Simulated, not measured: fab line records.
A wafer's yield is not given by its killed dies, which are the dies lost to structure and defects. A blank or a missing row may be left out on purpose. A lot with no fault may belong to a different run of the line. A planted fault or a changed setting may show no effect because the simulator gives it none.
fab line records	flow sky130	part 2 of 2: steps 27 to 36 of 36
record: lots: 5	wafers: 15	lastDay: 50
route steps=708 shown SONOS_TUNNEL@162 SONOS_ONO@168 GATE_OXIDE@187
lots that met no fault: from a run of the same line without faults
startH: hours from the record's opening day to when the first of the lot's shown wafers began	waitH: time in hours since the lot's previous step	" unchanged from the row above	L1.1+2: one row covering several wafers at once	- no value, or no start was given	* or withheld: withheld	< > ~ a bound
route shown NAME@n: NAME is a module with steps in the file, n the number in the route of the first one	usual: mean/standard deviation taken from wafers without a fault	same: alike in all rows	chamber/n: place in a boat	sites: each site's reading	_std_site: the values' standard deviation	_edge_site: outer sites' mean less inner sites'	radiusMm: for every site, how far away it sits from the centre of the wafer	mask NAME#n: copy n	behind: the tool/chamber that last shaped the wafer	hold: why the lot was held/for how many hours/how that ended	device: whichever transistor did not switch (one of n, p or np)	end of line: tests of these same wafers at the route's end	a step without rows: its recipe alone	killed: the dies lost at the first sort to structure and to defects; this is not the yield of the wafer	map: a wafer's dies, x killed, . not, _ none there
set.NAME: the setting the step ran with; set.NAME@STEP: the setting that earlier step ran with	model.NAME: the simulator's own value behind a step, which no gauge read
lots seen at some steps along the route; tables by step, rows by wafer
services: a tool's chamber out of use, with start hour (startH, from the record's first day; less than 0 if before it), hours out, and reason
== steps ==
step: SKY_GATE_OXIDE_OXIDATION_01
recipe: tempC: 900	ambient: O2	stabiliseS: 600	purgeS: 300	targetThkA: 102.68	oxTimeS: 1473
usual: spikeTcBottomC: 917.3/2.9	spikeTcLowerC: 900.0/1.2	zonePowerBottomPct: 29.2/2.4
lot.wafer	tool	chamber	startH	waitH	spikeTcBottomC	spikeTcLowerC	zonePowerBottomPct
L077.3	furnace-01	0	317.13	0.1	914.8	899.5	31.0
L077.4	"	0	"	"	915.9	898.5	31.4
L077.6	"	0	"	"	916.1	901.1	31.0
L079.2	furnace-01	0	328.57	2.1	916.1	899.7	31.8
L079.3	"	0	"	"	914.7	899.2	31.1
L079.6	"	0	"	"	916.5	900.3	31.0
L092.2	furnace-02	0	441.54	0.2	921.5	901.9	26.9
L092.3	"	0	"	"	921.7	898.6	26.7
L092.6	"	0	"	"	919.5	901.2	26.8
L094.1	furnace-02	0	448.04	0.0	921.0	899.7	26.9
L094.4	"	0	"	"	919.9	901.2	27.1
L094.5	"	0	"	"	921.3	900.3	27.1
L095.2	furnace-02	0	449.97	0.0	918.5	901.0	26.6
L095.4	"	0	"	"	920.5	903.6	26.4
L095.6	"	0	"	"	921.5	900.8	26.4
step: SKY_GATE_OXIDE_THK_MEAS_02
recipe: reads: SiO2_of_GATE_OXIDE_OXIDATION_01
usual: GATE_OXIDE_OXIDATION_00_THK: 10.30/0.19
lot.wafer	tool	chamber	startH	waitH	GATE_OXIDE_OXIDATION_00_THK[nm]
L077.3	filmMetro-04	-	318.56	0.0	9.90
L077.4	"	-	"	"	10.06
L077.6	"	-	"	"	10.00
L079.2	filmMetro-01	-	329.99	0.0	10.25
L079.3	"	-	"	"	10.20
L079.6	"	-	"	"	10.16
L092.2	filmMetro-01	-	442.96	0.0	10.64
L092.3	"	-	"	"	10.56
L092.6	"	-	"	"	10.45
L094.1	filmMetro-02	-	449.45	0.0	10.42
L094.4	"	-	"	"	10.32
L094.5	"	-	"	"	10.19
L095.2	filmMetro-04	-	451.38	0.0	10.10
L095.4	"	-	"	"	10.09
L095.6	"	-	"	"	10.33
step: SKY_GATE_OXIDE_DEHYDRATE_03
recipe: tempC: 200	timeS: 60
usual: resistLineTempC: 23.00/0.097
lot.wafer	tool	chamber	startH	waitH	resistLineTempC
L077.3	lithoTrack-03	0	331.20	12.6	22.99
L077.4	"	0	"	"	23.02
L077.6	"	0	"	"	23.06
L079.2	lithoTrack-01	0	342.48	12.5	23.12
L079.3	"	0	"	"	23.12
L079.6	"	0	"	"	23.01
L092.2	lithoTrack-02	0	458.33	15.4	23.09
L092.3	"	0	"	"	23.20
L092.6	"	0	"	"	22.98
L094.1	lithoTrack-03	0	464.64	15.2	22.94
L094.4	"	0	"	"	23.08
L094.5	"	0	"	"	23.18
L095.2	lithoTrack-02	0	466.18	14.8	23.01
L095.4	"	0	"	"	22.83
L095.6	"	0	"	"	22.81
step: SKY_GATE_OXIDE_HMDS_04
recipe: primeTimeS: 60	primeTempC: 120
usual: resistLineTempC: 23.01/0.096
lot.wafer	tool	chamber	startH	waitH	resistLineTempC
L077.3	lithoTrack-03	0	331.35	0.1	23.13
L077.4	"	0	"	"	22.95
L077.6	"	0	"	"	23.00
L079.2	lithoTrack-01	0	342.63	0.1	23.02
L079.3	"	0	"	"	23.12
L079.6	"	0	"	"	23.01
L092.2	lithoTrack-02	0	458.48	0.1	23.14
L092.3	"	0	"	"	23.01
L092.6	"	0	"	"	22.93
L094.1	lithoTrack-03	0	464.79	0.1	23.01
L094.4	"	0	"	"	22.93
L094.5	"	0	"	"	23.05
L095.2	lithoTrack-02	0	466.33	0.1	23.04
L095.4	"	0	"	"	22.90
L095.6	"	0	"	"	22.98
step: SKY_GATE_OXIDE_COAT_05
recipe: resist: NOVOLAK	spinRpm: 3000	resistThkNm: 1140
usual: resistLineTempC: 22.99/0.1
lot.wafer	tool	chamber	startH	waitH	resistLineTempC
L077.3	lithoTrack-03	0	331.50	0.1	22.92
L077.4	"	0	"	"	23.04
L077.6	"	0	"	"	22.79
L079.2	lithoTrack-01	0	342.78	0.1	22.82
L079.3	"	0	"	"	22.76
L079.6	"	0	"	"	23.02
L092.2	lithoTrack-02	0	458.63	0.1	22.98
L092.3	"	0	"	"	23.00
L092.6	"	0	"	"	22.85
L094.1	lithoTrack-03	0	464.94	0.1	22.81
L094.4	"	0	"	"	22.87
L094.5	"	0	"	"	23.03
L095.2	lithoTrack-02	0	466.48	0.1	23.03
L095.4	"	0	"	"	22.90
L095.6	"	0	"	"	22.94
step: SKY_GATE_OXIDE_SOFTBAKE_06
recipe: tempC: 90	timeS: 60	resist: NOVOLAK
usual: resistLineTempC: 23.02/0.099
lot.wafer	tool	chamber	startH	waitH	resistLineTempC
L077.3	lithoTrack-03	0	331.65	0.1	23.03
L077.4	"	0	"	"	22.92
L077.6	"	0	"	"	22.94
L079.2	lithoTrack-01	0	342.93	0.1	23.14
L079.3	"	0	"	"	23.01
L079.6	"	0	"	"	23.08
L092.2	lithoTrack-02	0	458.78	0.1	22.93
L092.3	"	0	"	"	22.96
L092.6	"	0	"	"	23.03
L094.1	lithoTrack-03	0	465.09	0.1	23.22
L094.4	"	0	"	"	23.15
L094.5	"	0	"	"	23.07
L095.2	lithoTrack-02	0	466.63	0.1	22.91
L095.4	"	0	"	"	23.02
L095.6	"	0	"	"	22.99
step: SKY_GATE_OXIDE_EXPOSE_07
recipe: maskId: LVOM	na: 0.6	sourceShape: conventional	sigmaOuter: 0.6	polarization: unpolarized	targetCdNm: 600	doseMj: 170
lot.wafer	tool	chamber	startH	waitH	mask
L077.3+4+6	ilineStepper-01	0	-	-	LVOM#0
L079.2+3+6	ilineStepper-02	0	-	-	LVOM#0
L092.2+3+6	ilineStepper-02	0	-	-	LVOM#0
L094.1+4+5	ilineStepper-02	0	-	-	LVOM#0
L095.2+4+6	ilineStepper-01	0	-	-	LVOM#0
step: SKY_GATE_OXIDE_PEB_08
recipe: tempC: withheld	timeS: *	resist: NOVOLAK
usual: resistLineTempC: *
lot.wafer	tool	chamber	startH	waitH	resistLineTempC
L077.3	lithoTrack-01	0	-	-	*
L077.4	"	0	"	"	*
L077.6	"	0	"	"	*
L079.2	lithoTrack-03	0	-	-	*
L079.3	"	0	"	"	*
L079.6	"	0	"	"	*
L092.2	lithoTrack-03	0	-	-	*
L092.3	"	0	"	"	*
L092.6	"	0	"	"	*
L094.1	lithoTrack-01	0	-	-	*
L094.4	"	0	"	"	*
L094.5	"	0	"	"	*
L095.2	lithoTrack-02	0	-	-	*
L095.4	"	0	"	"	*
L095.6	"	0	"	"	*
step: SKY_GATE_OXIDE_DEVELOP_09
recipe: resist: NOVOLAK	developer: TMAH	developTimeS: 60	devTempC: 23
usual: resistLineTempC: 23.00/0.1
lot.wafer	tool	chamber	startH	waitH	resistLineTempC
L077.3	lithoTrack-01	0	344.51	0.1	22.99
L077.4	"	0	"	"	22.98
L077.6	"	0	"	"	23.14
L079.2	lithoTrack-03	0	357.17	0.1	22.84
L079.3	"	0	"	"	23.00
L079.6	"	0	"	"	23.01
L092.2	lithoTrack-03	0	472.92	0.1	23.00
L092.3	"	0	"	"	23.12
L092.6	"	0	"	"	23.02
L094.1	lithoTrack-01	0	479.80	0.1	22.91
L094.4	"	0	"	"	22.79
L094.5	"	0	"	"	22.91
L095.2	lithoTrack-02	0	481.68	0.1	23.01
L095.4	"	0	"	"	22.89
L095.6	"	0	"	"	22.90
step: SKY_GATE_OXIDE_OVL_MEAS_10
usual: GATE_OXIDE_OVL: -0.2/1.3
lot.wafer	tool	chamber	startH	waitH	GATE_OXIDE_OVL[nm]
L077.3	overlay-01	-	344.62	0.1	-0.5
L077.4	"	-	"	"	0.4
L077.6	"	-	"	"	1.3
L079.2	overlay-01	-	357.30	0.1	0.5
L079.3	"	-	"	"	-0.4
L079.6	"	-	"	"	0.6
L092.2	overlay-01	-	473.05	0.1	-0.5
L092.3	"	-	"	"	-0.9
L092.6	"	-	"	"	-2.0
L094.1	overlay-01	-	479.95	0.1	1.3
L094.4	"	-	"	"	0.7
L094.5	"	-	"	"	-2.0
L095.2	overlay-01	-	481.81	0.1	1.3
L095.4	"	-	"	"	0.5
L095.6	"	-	"	"	2.1
== services ==
tool	chamber	startH	hours	kind
furnace-01	-	274.71	3.2	pm
implanter-02	-	277.16	4.0	pm
rieDiel-04	0	298.39	6.5	repair
implanter-02	-	317.66	1.0	repair
ilineStepper-02	-	320.46	11.7	repair
lpcvd-02	-	326.65	0.8	pm
furnace-02	-	328.42	3.5	pm
lpcvd-03	-	329.73	2.6	repair
ilineStepper-01	-	332.18	1.7	pm
rieDiel-03	2	333.90	5.7	repair
rieDiel-03	-	349.90	5.4	repair
rieDiel-04	1	353.95	4.1	repair
ilineStepper-02	-	363.36	1.7	pm
furnace-02	-	366.99	3.3	pm
rieDiel-03	2	403.29	3.9	repair
implanter-02	-	404.21	3.0	repair
rieDiel-04	1	406.82	20.4	repair
rieDiel-03	-	410.71	2.8	pm
plasmaAsher-02	-	421.25	9.0	pm
implanter-02	-	438.13	4.4	repair
furnace-01	-	451.35	3.4	pm
wetBench-02	-	459.50	1.3	repair
furnace-01	-	474.64	2.0	pm
implanter-02	-	475.75	0.8	repair
